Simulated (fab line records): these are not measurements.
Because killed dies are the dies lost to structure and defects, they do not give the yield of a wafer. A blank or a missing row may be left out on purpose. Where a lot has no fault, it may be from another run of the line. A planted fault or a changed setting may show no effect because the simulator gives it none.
fab line records	flow sky130
record: lots: 11	wafers: 33	last_day: 50
route steps=708 shown VIA4@652 METAL5@667 PASSIVATION@682 PAD_OPEN@706
lots untouched by any fault: they come from a run of this same line in which no faults occurred
start_h: hours from the record's opening day to when the first of the lot's shown wafers began	wait_h: hours since the lot's step before	" same as the row above	L1.1+2: one row covering several wafers at once	- no value, or no start given	* or withheld: withheld	< > ~ a bound
route shown NAME@n: NAME is a module with steps in the file, n the number in the route of the first one	usual: mean and standard deviation over wafers with no fault	same: alike in all rows	chamber/n: place in a boat	sites: each site's reading	_std_site: the values' standard deviation	_edge_site: the outer-site mean with the inner-site mean subtracted	radius_mm: for every site, how far away it sits from the centre of the wafer	mask NAME#n: copy n	behind: tool/chamber where the wafer was last shaped	hold: why the lot went on hold/how many hours it stayed there/how the hold came to an end	device: transistor that didn't switch, given as n, p or np	end of line: the tests these same wafers got at the end of their route	a step given without rows: its recipe and nothing more	killed: count of dies lost to structure and defects at first sort (not the wafer's yield)	map: a wafer's dies, marking killed ones x, the rest . and places with no die _
set.NAME: the setting the step ran with; set.NAME@STEP: the setting that earlier step ran with	model.NAME: the simulator's own value behind a step, which no gauge read
route steps across a sampled set of lots; one table per step, one row per wafer
services: a tool's chamber out of use, with start hour (start_h, from the record's first day; less than 0 if before it), hours out, and reason
== steps ==
step: SKY_VIA4_STRIP_13
recipe: chemistry: O2/N2	power_w: 1400	pressure_mtorr: 1500	platen_temp_c: withheld	o2_flow_sccm: 3000	n2_flow_sccm: 300	overash_fraction: 0.5
usual: chamber_pressure_mTorr: 1500.1/1.3	drypump_motor_current_A: 5.9/0.42	oes_product_au: 0.710/0.0044	strip_time_to_endpoint_s: 12.81/0.032
lot.wafer	tool	chamber	start_h	wait_h	chamber_pressure_mTorr	drypump_motor_current_A	oes_product_au	rf_hours_counter_h	strip_time_to_endpoint_s
L296.1	plasma_asher-03	1	975.67	-	1500.1	5.3	0.711	82	12.91
L296.4	"	0	"	"	1503.1	5.7	0.715	-	12.88
L296.6	"	1	"	"	1498.9	5.3	0.709	-	12.86
L297.2	plasma_asher-03	0	1000.46	-	1497.9	5.8	0.714	85	12.77
L297.3	"	0	"	"	1499.5	5.7	0.698	-	12.79
L297.4	"	1	"	"	1502.5	5.3	0.713	-	12.83
L301.1	plasma_asher-01	0	1043.71	-	1501.9	5.4	0.711	30	12.79
L301.5	"	1	"	"	1499.8	5.9	0.709	-	12.78
L301.6	"	0	"	"	1499.1	5.4	0.715	-	12.82
L303.2	plasma_asher-03	1	1063.56	-	1501.7	5.3	0.708	91	12.80
L303.5	"	0	"	"	1498.8	5.7	0.712	-	12.81
L303.6	"	1	"	"	1500.6	5.3	0.716	-	12.81
L304.2	plasma_asher-03	1	1073.66	-	1500.1	5.3	0.707	92	12.80
L304.5	"	0	"	"	1500.7	5.7	0.710	-	12.81
L304.6	"	1	"	"	1499.6	5.3	0.706	-	12.77
L313.2	plasma_asher-02	1	1124.45	-	1500.5	6.3	0.709	6	12.88
L313.3	"	1	"	"	1500.8	6.3	0.710	-	12.87
L313.4	"	0	"	"	1500.7	6.4	0.706	-	12.85
L315.1	plasma_asher-02	1	1125.86	-	1497.9	6.3	0.706	6	12.84
L315.3	"	0	"	"	1498.4	6.4	0.713	-	12.84
L315.6	"	0	"	"	1502.7	6.4	0.704	-	12.86
L316.1	plasma_asher-01	1	1137.21	-	1500.4	5.9	0.701	38	12.77
L316.4	"	0	"	"	1498.9	5.4	0.708	-	12.80
L316.6	"	1	"	"	1498.9	5.9	0.699	-	12.81
L317.2	plasma_asher-01	1	1151.91	-	1499.5	5.9	0.713	40	12.83
L317.3	"	0	"	"	1498.8	5.4	0.705	-	12.83
L317.6	"	0	"	"	1499.2	5.4	0.709	-	12.81
L318.1	plasma_asher-03	0	1153.37	-	1499.4	5.8	0.707	100	12.79
L318.5	"	1	"	"	1497.8	5.3	0.707	-	12.82
L318.6	"	0	"	"	1500.5	5.8	0.710	-	12.81
L319.1	plasma_asher-03	1	1156.97	-	1499.5	5.3	0.706	100	12.81
L319.4	"	0	"	"	1501.2	5.7	0.706	-	12.78
L319.6	"	1	"	"	1501.6	5.3	0.717	-	12.75
step: SKY_METAL5_THK_MEAS_06
recipe: thk_meas_gauge: xrf	reads: AlCu_of_METAL5_SPUTTER_02
usual: METAL5_ALCU_THK: 1150/14
lot.wafer	tool	chamber	start_h	wait_h	METAL5_ALCU_THK[nm]
L296.1	film_metro-02	-	977.25	0.1	1130
L296.4	"	-	"	"	1153
L296.6	"	-	"	"	1146
L297.2	film_metro-02	-	1002.05	0.1	1155
L297.3	"	-	"	"	1155
L297.4	"	-	"	"	1150
L301.1	film_metro-02	-	1045.32	0.1	1147
L301.5	"	-	"	"	1165
L301.6	"	-	"	"	1151
L303.2	film_metro-02	-	1065.14	0.1	1140
L303.5	"	-	"	"	1145
L303.6	"	-	"	"	1149
L304.2	film_metro-02	-	1075.24	0.1	1162
L304.5	"	-	"	"	1158
L304.6	"	-	"	"	1164
L313.2	film_metro-01	-	1126.05	0.1	1149
L313.3	"	-	"	"	1135
L313.4	"	-	"	"	1144
L315.1	film_metro-03	-	1127.45	0.1	1137
L315.3	"	-	"	"	1145
L315.6	"	-	"	"	1151
L316.1	film_metro-02	-	1138.83	0.1	1158
L316.4	"	-	"	"	1131
L316.6	"	-	"	"	1154
L317.2	film_metro-03	-	1153.50	0.1	1149
L317.3	"	-	"	"	1162
L317.6	"	-	"	"	1155
L318.1	film_metro-02	-	1154.98	0.1	1130
L318.5	"	-	"	"	1124
L318.6	"	-	"	"	1134
L319.1	film_metro-01	-	1158.54	0.1	1133
L319.4	"	-	"	"	1153
L319.6	"	-	"	"	1153
step: SKY_PASSIVATION_THK_MEAS_01
recipe: reads: SiO2_of_PASSIVATION_CVD_00
usual: PASSIVATION_CVD_00_THK: 90.2/1.2
lot.wafer	tool	chamber	start_h	wait_h	PASSIVATION_CVD_00_THK[nm]
L296.1	film_metro-03	-	1002.09	-	89.2
L296.4	"	-	"	"	91.2
L296.6	"	-	"	"	90.9
L297.2	film_metro-02	-	1025.60	-	89.5
L297.3	"	-	"	"	91.0
L297.4	"	-	"	"	91.5
L301.1	film_metro-02	-	1067.46	-	90.8
L301.5	"	-	"	"	91.5
L301.6	"	-	"	"	91.5
L303.2	film_metro-04	-	1086.20	-	90.8
L303.5	"	-	"	"	90.9
L303.6	"	-	"	"	91.9
L304.2	film_metro-04	-	1096.35	-	89.3
L304.5	"	-	"	"	91.5
L304.6	"	-	"	"	89.7
L313.2	film_metro-04	-	1145.86	-	90.5
L313.3	"	-	"	"	91.3
L313.4	"	-	"	"	92.1
L315.1	film_metro-04	-	1146.90	-	89.7
L315.3	"	-	"	"	89.6
L315.6	"	-	"	"	91.7
L316.1	film_metro-04	-	1157.80	-	90.0
L316.4	"	-	"	"	91.9
L316.6	"	-	"	"	90.2
L317.2	film_metro-03	-	1173.22	-	88.4
L317.3	"	-	"	"	89.2
L317.6	"	-	"	"	90.0
L318.1	film_metro-02	-	1174.52	-	90.2
L318.5	"	-	"	"	91.1
L318.6	"	-	"	"	91.4
L319.1	film_metro-03	-	1177.15	-	88.2
L319.4	"	-	"	"	90.3
L319.6	"	-	"	"	89.0
step: SKY_PAD_OPEN_ANNEAL_12
recipe: temp_c: 400	time_s: withheld	ambient: N2/H2	idle_temp_c: 300	ramp_up_c_per_min: 8	ramp_down_c_per_min: 4
usual: spike_tc_bottom_C: 425.0/2.9	spike_tc_centre_C: 400.3/1	spike_tc_lower_C: 399.3/1.3	spike_tc_top_C: 429.8/2.3	spike_tc_upper_C: 399.8/0.93	tube_center_temp_C: 400/0.035	tube_center_temp_C_max: 401.02/0.17	zone_power_bottom_pct: 5.33/0.058	zone_power_centre_pct: 4.00/0.047	zone_power_top_pct: 10.72/0.12
lot.wafer	tool	chamber	start_h	wait_h	spike_tc_bottom_C	spike_tc_centre_C	spike_tc_lower_C	spike_tc_top_C	spike_tc_upper_C	tube_center_temp_C	tube_center_temp_C_max	zone_power_bottom_pct	zone_power_centre_pct	zone_power_top_pct
L296.1	furnace-02	0	1049.11	0.0	428.1	400.0	399.4	428.0	401.3	400.01	401.16	5.30	4.02	10.74
L296.4	"	0	"	"	428.8	400.9	400.6	428.9	398.9	400.02	400.94	5.32	4.01	10.62
L296.6	"	0	"	"	428.3	399.0	399.2	427.9	399.2	400.02	401.08	5.33	3.98	10.78
L297.2	furnace-01	0	1070.15	0.0	423.1	400.2	398.2	432.0	399.1	400	401.04	5.34	3.97	10.86
L297.3	"	0	"	"	422.9	400.4	397.0	429.4	401.0	399.92	401.13	5.32	3.96	10.91
L297.4	"	0	"	"	423.0	400.3	397.8	432.6	401.7	400.02	401.39	5.38	3.94	10.78
L301.1	furnace-01	0	1109.27	0.0	410.9	388.7	389.7	421.8	387.3	388.56	389.52	5.13	3.84	10.48
L301.5	"	0	"	"	410.6	389.0	387.6	422.8	390.4	388.67	389.83	5.17	3.81	10.35
L301.6	"	0	"	"	408.6	389.6	386.2	421.0	388.0	388.64	389.38	5.04	3.82	10.69
L303.2	furnace-01	0	1127.21	0.0	410.6	388.9	388.5	421.7	388.7	388.6	389.65	5.19	3.86	10.53
L303.5	"	0	"	"	411.7	389.5	387.8	420.7	389.9	388.65	389.70	5.15	3.80	10.42
L303.6	"	0	"	"	411.3	389.3	386.9	420.0	389.1	388.65	389.62	5.11	3.87	10.49
L304.2	furnace-01	0	1135.22	0.0	411.7	387.5	385.9	421.9	389.7	388.63	389.63	5.22	3.85	10.40
L304.5	"	0	"	"	412.0	388.2	385.4	420.4	386.4	388.67	389.79	5.05	3.88	10.39
L304.6	"	0	"	"	411.9	388.8	387.3	420.9	389.0	388.66	389.47	5.10	3.81	10.23
L313.2	furnace-02	0	1183.19	0.0	428.6	401.9	400.8	425.7	398.5	399.98	400.93	5.41	3.95	10.70
L313.3	"	0	"	"	426.6	401.3	400.1	429.1	400.1	400.04	400.86	5.36	3.96	10.66
L313.4	"	0	"	"	427.6	400.9	400.1	427.5	399.4	400.02	401.20	5.21	3.95	10.66
L315.1	furnace-02	0	1185.06	0.0	426.7	401.6	399.1	426.2	399.7	400.05	400.89	5.21	3.95	10.62
L315.3	"	0	"	"	427.7	400.3	398.5	428.3	398.8	399.98	401.04	5.30	4.02	10.90
L315.6	"	0	"	"	427.1	401.1	399.9	428.5	399.0	399.99	400.90	5.34	4.04	10.36
L316.1	furnace-01	0	1193.07	0.0	422.1	401.8	400.3	430.3	400.6	399.97	401.10	5.34	4.00	10.92
L316.4	"	0	"	"	422.1	401.0	398.1	433.6	400.7	399.99	400.85	5.33	4.03	10.75
L316.6	"	0	"	"	421.7	399.0	398.2	430.8	399.9	400.05	400.86	5.33	3.93	10.74
L317.2	furnace-02	0	1206.10	0.0	429.6	400.4	401.4	427.9	398.3	400.01	401.11	5.37	4.07	10.55
L317.3	"	0	"	"	429.2	401.9	400.5	427.0	399.5	400.04	401.08	5.28	4.00	10.65
L317.6	"	0	"	"	427.5	400.5	400.2	425.8	400.7	399.98	400.90	5.31	3.93	10.65
L318.1	furnace-01	0	1207.21	0.0	423.0	399.8	398.0	432.8	399.8	400.04	401.07	5.32	3.95	10.81
L318.5	"	0	"	"	421.8	401.9	398.5	432.6	400.4	400.07	401.00	5.33	3.96	10.71
L318.6	"	0	"	"	422.3	400.0	400.0	432.4	399.9	399.98	400.97	5.39	3.96	10.64
L319.1	furnace-01	0	1209.51	0.0	420.7	401.1	397.7	431.2	400.3	400.02	401.18	5.38	3.94	10.84
L319.4	"	0	"	"	422.4	400.2	399.9	430.8	399.2	400.07	401.31	5.34	3.97	10.56
L319.6	"	0	"	"	420.5	399.2	399.5	432.7	400.6	400.03	400.80	5.35	3.94	10.61
step: SKY_PAD_OPEN_PROBE_99
usual: defect_limited_yield: 82.5/1.8	killed_at_M0_to_M3: 43/6.6	killed_at_M4_up: 3.2/1.8	killed_at_contacts: 24/5	killed_at_front_end: 15/4.5	killed_at_other: 0.2/0.46	killed_dies: 86/8.8	killed_open: 48/6.6	killed_short: 38/6.1	sort_bin_3_pad_short: 0.8/0.42	sort_bin_5_function: 10.4/1.4	sort_bin_6_memory: 6.3/1	sort_n_pass: 406/8.8	sort_yield_pct: 82.5/1.8
same: gross_dies: 492	killed_at_back_side: 0	sort_bin_4_leakage[%]: 0	sort_bin_8_speed[%]: 0
lot.wafer	tool	chamber	start_h	wait_h	defect_limited_yield[%]	killed_at_M0_to_M3	killed_at_M4_up	killed_at_contacts	killed_at_front_end	killed_at_other	killed_dies	killed_open	killed_short	sort_bin_3_pad_short[%]	sort_bin_5_function[%]	sort_bin_6_memory[%]	sort_n_pass	sort_yield_pct[%]
L296.1	prober-02	-	1050.73	0.1	82.3	44	6	26	11	0	87	43	44	0.6	10.8	6.3	405	82.3
L296.4	prober-02	-	1050.88	0.2	77.6	58	5	30	17	0	110	63	47	0.4	15.0	6.9	382	77.6
L296.6	prober-02	-	1050.98	0.2	80.1	50	1	27	20	0	98	59	39	1.4	12.6	5.9	394	80.1
L297.2	prober-01	-	1071.82	0.1	81.9	43	3	30	12	1	89	60	29	0.4	11.0	6.7	403	81.9
L297.3	prober-01	-	1071.87	0.2	81.1	47	5	19	21	1	93	43	50	2.4	11.2	5.3	399	81.1
L297.4	prober-01	-	1071.92	0.2	83.1	37	5	26	15	0	83	50	33	0.6	9.8	6.5	409	83.1
L301.1	prober-01	-	1110.89	0.1	81.7	46	2	28	14	0	90	54	36	0.8	10.4	7.1	402	81.7
L301.5	prober-01	-	1111.09	0.2	80.1	48	2	32	16	0	98	55	43	0.4	12.0	7.5	394	80.1
L301.6	prober-01	-	1111.14	0.2	81.9	42	5	24	18	0	89	49	40	1.0	9.8	7.3	403	81.9
L303.2	prober-01	-	1128.88	0.1	79.7	56	4	26	14	0	100	53	47	0.6	12.4	7.3	392	79.7
L303.5	prober-01	-	1129.03	0.2	82.7	51	2	24	8	0	85	54	31	1.2	9.3	6.7	407	82.7
L303.6	prober-01	-	1129.08	0.2	81.9	53	3	20	13	0	89	53	36	0.6	10.0	7.5	403	81.9
L304.2	prober-01	-	1136.89	0.1	82.5	46	3	21	15	1	86	45	41	1.4	10.4	5.7	406	82.5
L304.5	prober-01	-	1137.04	0.2	82.5	42	5	24	15	0	86	48	38	1.2	9.3	6.9	406	82.5
L304.6	prober-01	-	1137.09	0.2	83.9	45	3	16	14	1	79	47	32	0.6	7.9	7.5	413	83.9
L313.2	prober-02	-	1184.86	0.1	84.8	42	0	16	17	0	75	39	36	1.0	9.8	4.5	417	84.8
L313.3	prober-02	-	1184.91	0.2	81.1	37	5	29	21	1	93	44	49	1.0	10.2	7.7	399	81.1
L313.4	prober-02	-	1184.96	0.2	82.5	36	4	30	16	0	86	50	36	1.2	10.8	5.5	406	82.5
L315.1	prober-02	-	1186.68	0.1	84.8	33	3	27	12	0	75	44	31	0.6	8.5	6.1	417	84.8
L315.3	prober-02	-	1186.78	0.2	83.9	40	2	27	10	0	79	45	34	0.4	8.7	6.9	413	83.9
L315.6	prober-02	-	1186.93	0.2	83.5	40	4	23	14	0	81	35	46	1.6	7.9	6.9	411	83.5
L316.1	prober-01	-	1194.69	0.1	82.3	49	2	25	11	0	87	49	38	1.2	10.6	5.9	405	82.3
L316.4	prober-01	-	1194.84	0.2	81.3	47	5	24	15	1	92	52	40	1.0	10.0	7.7	400	81.3
L316.6	prober-01	-	1194.94	0.2	84.1	41	4	22	11	0	78	32	46	1.0	8.7	6.1	414	84.1
L317.2	prober-02	-	1207.77	0.1	80.3	48	4	30	15	0	97	53	44	0.4	13.0	6.3	395	80.3
L317.3	prober-02	-	1207.82	0.2	80.9	48	6	28	12	0	94	50	44	0.6	13.4	5.1	398	80.9
L317.6	prober-02	-	1207.97	0.2	83.3	42	5	18	17	0	82	50	32	1.0	11.2	4.5	410	83.3
L318.1	prober-01	-	1208.83	0.1	83.3	27	5	34	16	0	82	39	43	0.6	10.4	5.7	410	83.3
L318.5	prober-01	-	1209.03	0.2	85.8	38	2	17	13	0	70	39	31	0.8	8.5	4.9	422	85.8
L318.6	prober-01	-	1209.08	0.2	81.5	46	9	22	14	0	91	46	45	1.0	12.0	5.5	401	81.5
L319.1	prober-01	-	1211.13	0.1	85.4	37	2	22	11	0	72	34	38	1.0	8.1	5.5	420	85.4
L319.4	prober-01	-	1211.28	0.2	83.5	39	4	22	16	0	81	43	38	1.0	9.1	6.3	411	83.5
L319.6	prober-01	-	1211.38	0.2	81.9	53	3	21	12	0	89	44	45	1.4	11.6	5.1	403	81.9
killed by level:class
L296.1 VIA1:geometric_particle:open=8 VIA3:geometric_particle:open=8 LOCAL_INTERCONNECT:geometric_particle:short=7 CONTACT:geometric_particle:open=7 LI_CONTACT:geometric_particle:open=6 METAL4:geometric_particle:short=6 VIA1:geometric_particle:short=5 METAL3:geometric_particle:short=5
L296.4 VIA1:geometric_particle:open=17 CONTACT:geometric_particle:open=11 VIA3:geometric_particle:open=8 FIELD_ISO:geometric_particle:short=7 CONTACT:geometric_particle:short=7 VIA2:geometric_particle:open=7 LI_CONTACT:geometric_particle:open=5 METAL2:geometric_particle:short=5
L296.6 VIA1:geometric_particle:open=13 CONTACT:geometric_particle:open=9 LI_CONTACT:geometric_particle:open=8 FIELD_ISO:geometric_particle:open=7 FIELD_ISO:geometric_particle:short=7 VIA2:geometric_particle:open=7 VIA3:geometric_particle:open=6 VIA3:geometric_particle:short=4
L297.2 LI_CONTACT:geometric_particle:open=13 VIA2:geometric_particle:open=10 CONTACT:geometric_particle:open=9 VIA1:geometric_particle:open=9 METAL2:geometric_particle:short=6 POLY_GATE:geometric_particle:open=5 VIA3:geometric_particle:open=5 CONTACT:geometric_particle:short=4
L297.3 VIA1:geometric_particle:open=12 POLY_GATE:geometric_particle:short=8 METAL2:geometric_particle:short=8 LI_CONTACT:geometric_particle:open=6 VIA1:geometric_particle:short=6 POLY_GATE:geometric_particle:open=5 VIA2:geometric_particle:open=5 LOCAL_INTERCONNECT:geometric_particle:short=5
L297.4 VIA2:geometric_particle:open=12 LI_CONTACT:geometric_particle:open=11 VIA1:geometric_particle:open=8 METAL1:geometric_particle:short=7 CONTACT:geometric_particle:open=6 FIELD_ISO:geometric_particle:open=4 CONTACT:geometric_particle:short=4 FIELD_ISO:geometric_particle:short=3
L301.1 CONTACT:geometric_particle:open=12 VIA1:geometric_particle:open=10 VIA3:geometric_particle:open=6 VIA1:geometric_particle:short=6 VIA2:geometric_particle:open=6 CONTACT:geometric_particle:short=5 LI_CONTACT:geometric_particle:short=5 LI_CONTACT:geometric_particle:open=5
L301.5 CONTACT:geometric_particle:open=13 VIA1:geometric_particle:open=9 VIA3:geometric_particle:open=9 VIA2:geometric_particle:open=7 CONTACT:geometric_particle:short=7 METAL1:geometric_particle:short=7 VIA1:geometric_particle:short=6 LI_CONTACT:geometric_particle:open=5
L301.6 VIA1:geometric_particle:open=11 CONTACT:geometric_particle:open=9 CONTACT:geometric_particle:short=7 VIA2:geometric_particle:open=7 FIELD_ISO:geometric_particle:open=5 FIELD_ISO:geometric_particle:short=5 VIA3:geometric_particle:open=5 LI_CONTACT:geometric_particle:open=5
L303.2 VIA1:geometric_particle:open=11 CONTACT:geometric_particle:open=9 METAL1:geometric_particle:short=7 METAL2:geometric_particle:short=7 VIA3:geometric_particle:open=6 FIELD_ISO:geometric_particle:open=5 VIA2:geometric_particle:open=5 FIELD_ISO:geometric_particle:short=4
L303.5 VIA1:geometric_particle:open=12 CONTACT:geometric_particle:open=11 VIA2:geometric_particle:open=9 LI_CONTACT:geometric_particle:open=6 METAL1:geometric_particle:short=6 VIA3:geometric_particle:open=6 METAL2:geometric_particle:short=5 VIA1:geometric_particle:short=4
L303.6 VIA1:geometric_particle:open=14 VIA2:geometric_particle:open=13 LI_CONTACT:geometric_particle:open=6 VIA1:geometric_particle:short=6 METAL2:geometric_particle:short=6 FIELD_ISO:geometric_particle:open=5 FIELD_ISO:geometric_particle:short=5 CONTACT:geometric_particle:open=5
L304.2 VIA1:geometric_particle:open=14 CONTACT:geometric_particle:open=9 METAL1:geometric_particle:short=8 VIA3:geometric_particle:open=5 VIA1:geometric_particle:short=5 SPACER:geometric_particle:short=4 LI_CONTACT:geometric_particle:short=4 METAL2:geometric_particle:short=4
L304.5 VIA1:geometric_particle:open=9 CONTACT:geometric_particle:open=9 METAL1:geometric_particle:short=8 VIA2:geometric_particle:open=8 VIA3:geometric_particle:open=7 LOCAL_INTERCONNECT:geometric_particle:short=6 FIELD_ISO:geometric_particle:open=4 LI_CONTACT:geometric_particle:open=4
L304.6 VIA1:geometric_particle:open=11 VIA2:geometric_particle:open=9 VIA3:geometric_particle:open=7 POLY_GATE:geometric_particle:open=6 CONTACT:geometric_particle:open=6 VIA1:geometric_particle:short=5 FIELD_ISO:geometric_particle:short=4 POLY_GATE:geometric_particle:short=4
L313.2 VIA3:geometric_particle:open=9 VIA1:geometric_particle:short=7 VIA1:geometric_particle:open=7 FIELD_ISO:geometric_particle:short=6 LI_CONTACT:geometric_particle:open=6 CONTACT:geometric_particle:open=5 POLY_GATE:geometric_particle:short=4 POLY_GATE:geometric_particle:open=4
L313.3 LI_CONTACT:geometric_particle:open=10 METAL1:geometric_particle:short=7 CONTACT:geometric_particle:open=7 FIELD_ISO:geometric_particle:open=6 CONTACT:geometric_particle:short=6 VIA3:geometric_particle:open=6 VIA1:geometric_particle:short=5 VIA1:geometric_particle:open=5
L313.4 CONTACT:geometric_particle:open=10 CONTACT:geometric_particle:short=9 VIA2:geometric_particle:open=9 VIA1:geometric_particle:open=8 POLY_GATE:geometric_particle:open=7 LI_CONTACT:geometric_particle:open=6 VIA1:geometric_particle:short=5 FIELD_ISO:geometric_particle:open=4
L315.1 VIA1:geometric_particle:open=9 CONTACT:geometric_particle:open=7 LI_CONTACT:geometric_particle:open=6 LI_CONTACT:geometric_particle:short=5 METAL2:geometric_particle:short=5 FIELD_ISO:geometric_particle:open=4 CONTACT:geometric_particle:short=4 METAL1:geometric_particle:short=4
L315.3 VIA1:geometric_particle:open=10 CONTACT:geometric_particle:open=8 LI_CONTACT:geometric_particle:open=7 LOCAL_INTERCONNECT:geometric_particle:short=6 VIA3:geometric_particle:open=6 METAL2:geometric_particle:short=5 METAL3:geometric_particle:short=4 METAL1:geometric_particle:short=3
L315.6 LOCAL_INTERCONNECT:geometric_particle:short=8 VIA1:geometric_particle:open=7 METAL2:geometric_particle:short=7 CONTACT:geometric_particle:open=6 FIELD_ISO:geometric_particle:open=5 CONTACT:geometric_particle:short=5 METAL1:geometric_particle:short=5 VIA3:geometric_particle:short=5
L316.1 VIA1:geometric_particle:open=12 LI_CONTACT:geometric_particle:open=8 VIA1:geometric_particle:short=7 CONTACT:geometric_particle:open=7 CONTACT:geometric_particle:short=6 VIA2:geometric_particle:open=6 VIA3:geometric_particle:open=6 VIA3:geometric_particle:short=5
L316.4 VIA1:geometric_particle:open=12 CONTACT:geometric_particle:open=8 VIA2:geometric_particle:open=7 VIA3:geometric_particle:open=7 VIA1:geometric_particle:short=6 LI_CONTACT:geometric_particle:open=6 POLY_GATE:geometric_particle:short=5 METAL1:geometric_particle:short=4
L316.6 METAL2:geometric_particle:short=8 VIA1:geometric_particle:short=7 VIA1:geometric_particle:open=6 LI_CONTACT:geometric_particle:open=6 LOCAL_INTERCONNECT:geometric_particle:short=6 CONTACT:geometric_particle:short=6 VIA2:geometric_particle:open=5 VIA3:geometric_particle:short=5
L317.2 VIA3:geometric_particle:open=10 VIA1:geometric_particle:open=10 LOCAL_INTERCONNECT:geometric_particle:short=8 LI_CONTACT:geometric_particle:open=8 METAL2:geometric_particle:short=6 CONTACT:geometric_particle:short=6 VIA2:geometric_particle:open=6 CONTACT:geometric_particle:open=5
L317.3 VIA3:geometric_particle:open=9 VIA1:geometric_particle:open=9 VIA2:geometric_particle:open=9 LI_CONTACT:geometric_particle:open=8 CONTACT:geometric_particle:open=8 METAL4:geometric_particle:short=6 FIELD_ISO:geometric_particle:short=5 LOCAL_INTERCONNECT:geometric_particle:short=5
L317.6 VIA1:geometric_particle:open=12 FIELD_ISO:geometric_particle:open=9 VIA2:geometric_particle:open=7 CONTACT:geometric_particle:open=6 VIA3:geometric_particle:open=6 LI_CONTACT:geometric_particle:open=5 METAL4:geometric_particle:short=5 POLY_GATE:geometric_particle:short=4
L318.1 CONTACT:geometric_particle:open=12 LOCAL_INTERCONNECT:geometric_particle:short=7 VIA1:geometric_particle:open=6 VIA1:geometric_particle:short=6 LI_CONTACT:geometric_particle:open=6 CONTACT:geometric_particle:short=6 FIELD_ISO:geometric_particle:open=5 METAL4:geometric_particle:short=5
L318.5 VIA1:geometric_particle:open=7 VIA2:geometric_particle:open=7 CONTACT:geometric_particle:open=6 METAL1:geometric_particle:short=5 VIA3:geometric_particle:open=5 FIELD_ISO:geometric_particle:open=4 LI_CONTACT:geometric_particle:open=4 CONTACT:geometric_particle:short=4
L318.6 VIA1:geometric_particle:open=12 CONTACT:geometric_particle:open=11 VIA3:geometric_particle:open=10 METAL1:geometric_particle:short=9 METAL4:geometric_particle:short=7 POLY_GATE:geometric_particle:short=6 CONTACT:geometric_particle:short=5 VIA3:geometric_particle:short=5
L319.1 VIA1:geometric_particle:open=8 CONTACT:geometric_particle:open=7 METAL2:geometric_particle:short=6 VIA2:geometric_particle:open=6 LI_CONTACT:geometric_particle:open=5 POLY_GATE:geometric_particle:short=5 CONTACT:geometric_particle:short=5 METAL1:geometric_particle:short=5
L319.4 VIA1:geometric_particle:open=11 CONTACT:geometric_particle:open=10 VIA3:geometric_particle:open=6 METAL2:geometric_particle:short=5 VIA2:geometric_particle:open=5 LI_CONTACT:geometric_particle:short=4 LI_CONTACT:geometric_particle:open=4 METAL4:geometric_particle:short=4
L319.6 METAL2:geometric_particle:short=11 VIA3:geometric_particle:open=7 VIA2:geometric_particle:open=7 VIA3:geometric_particle:short=6 FIELD_ISO:geometric_particle:open=5 LI_CONTACT:geometric_particle:short=5 CONTACT:geometric_particle:open=5 METAL2:geometric_particle:open=5
== services ==
tool	chamber	start_h	hours	kind
plasma_asher-03	-	955.51	2.8	repair
furnace-01	-	955.81	3.4	pm
furnace-02	-	963.78	3.5	pm
furnace-01	-	1004.57	2.8	pm
plasma_asher-03	-	1011.45	2.4	repair
plasma_asher-01	-	1022.95	4.7	repair
plasma_asher-03	-	1023.21	4.3	pm
plasma_asher-01	-	1047.35	2.8	pm
furnace-01	-	1047.95	3.2	pm
furnace-02	-	1051.58	4.0	repair
plasma_asher-02	-	1055.25	9.0	pm
plasma_asher-02	0	1055.25	9.0	vent_cycle
plasma_asher-02	1	1055.25	9.0	vent_cycle
furnace-01	-	1055.56	12.7	pm
plasma_asher-02	0	1064.25	-	clean
plasma_asher-02	1	1064.25	-	clean
furnace-02	-	1081.40	3.8	pm
plasma_asher-01	-	1101.67	8.0	repair
furnace-02	-	1115.84	11.9	pm
furnace-02	-	1130.50	2.8	pm
furnace-02	-	1133.26	3.2	pm
== key ==
first_sign: step: SKY_PAD_OPEN_ANNEAL_12	reading: tube_center_temp_C	direction: down	sigmas: 99+	usual: *	struck: *
effect: step: SKY_PAD_OPEN_ANNEAL_12	reading: tube_center_temp_C_max	direction: down	sigmas: 68	usual: *	struck: *
met_at SKY_PAD_OPEN_ANNEAL_12
struck_lots L301,L303,L304
not_acting_at SKY_VIA4_STRIP_13,SKY_METAL5_THK_MEAS_06,SKY_PASSIVATION_THK_MEAS_01
onset_between 1070.15 1109.27
fault: kind: process_parameter_drift	tool: furnace-01	chamber: -	onset_h: 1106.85	steps: SKY_PAD_OPEN_ANNEAL_12	channel: temp_c	offset: *	shape: step	end_h: 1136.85	acts_in: *	stated: *
